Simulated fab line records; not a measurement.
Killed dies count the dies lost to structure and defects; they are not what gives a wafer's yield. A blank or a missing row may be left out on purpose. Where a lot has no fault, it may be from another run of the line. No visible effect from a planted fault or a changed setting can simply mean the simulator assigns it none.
2 desks, one fault -- flow gf180mcu -- every desk sees just its own numbers, and what lay behind them comes last

## AT THE TOOL OWNER'S DESK: pvd_sputter-03
The tool's own readings at GF_M2_SPUTTER_04 (material TiN, target thk 50 nm, time 41.7 s): means of the sampled wafers that have a number, for each lot that ran on this tool. A lot is out of limits, marked OUT, if its mean lies more than 4 standard deviations from the usual mean; the brackets give that distance.
Columns: A = throttle_valve_pct at GF_M2_SPUTTER_04, usual 30.1 %
lot,first seen here,A
L531,day 20 06:50,30.4
L532,day 20 16:41,31.1
L533,day 21 13:04,31.0
L535,day 21 19:05,31.6
L536,day 22 05:56,30.6
L539,day 23 01:24,29.9
L540,day 23 18:16,30.9
L544,day 24 17:05,30.7
Result from this desk: across the 8 lots, nothing is out of limits.

## FROM THE METROLOGY DESK
What the gauges read, lot by lot, whatever tool the lot ran on: means of the sampled wafers that have a number. A lot is out of limits, marked OUT, if its mean lies more than 4 standard deviations from the usual mean; the brackets give that distance.
Columns: A = V4_CVD_00_THK at GF_V4_THK_MEAS_01, usual 579 nm; B = cd_nm at GF_V5_CD_MEAS_14, usual 260.1 nm; C = TOP_METAL_OVL at GF_TOP_METAL_OVL_MEAS_15, usual -0.2 nm
lot,first seen here,A,B,C
L527,day 23 11:47,583,259.8,0.4
L528,day 24 04:59,587,259.7,-0.6
L529,day 24 21:36,575,261.0,-0.1
L531,day 25 08:13,584,260.8,2.5
L532,day 25 18:16,589,261.0,1.1
L533,day 26 14:20,583,258.9,1.0
L535,day 26 17:25,569,261.3,-0.9
L536,day 27 00:52,584,260.8,0.2
L537,day 27 04:46,576,261.4,0.4
L539,day 27 18:20,579,260.4,-2.3
L540,day 28 11:04,573,258.7,-1.4
L541,day 28 14:54,584,258.4,-1.5
L544,day 29 05:31,574,259.6,-0.8
L548,day 30 09:36,568,259.3,0.9
Result from this desk: across the 14 lots, nothing is out of limits.

## BROUGHT TOGETHER
The tool owner's desk saw nothing out of limits.
Nothing out of limits was seen by the metrology desk.

## WHAT WAS PUT IN BY THE SIMULATOR
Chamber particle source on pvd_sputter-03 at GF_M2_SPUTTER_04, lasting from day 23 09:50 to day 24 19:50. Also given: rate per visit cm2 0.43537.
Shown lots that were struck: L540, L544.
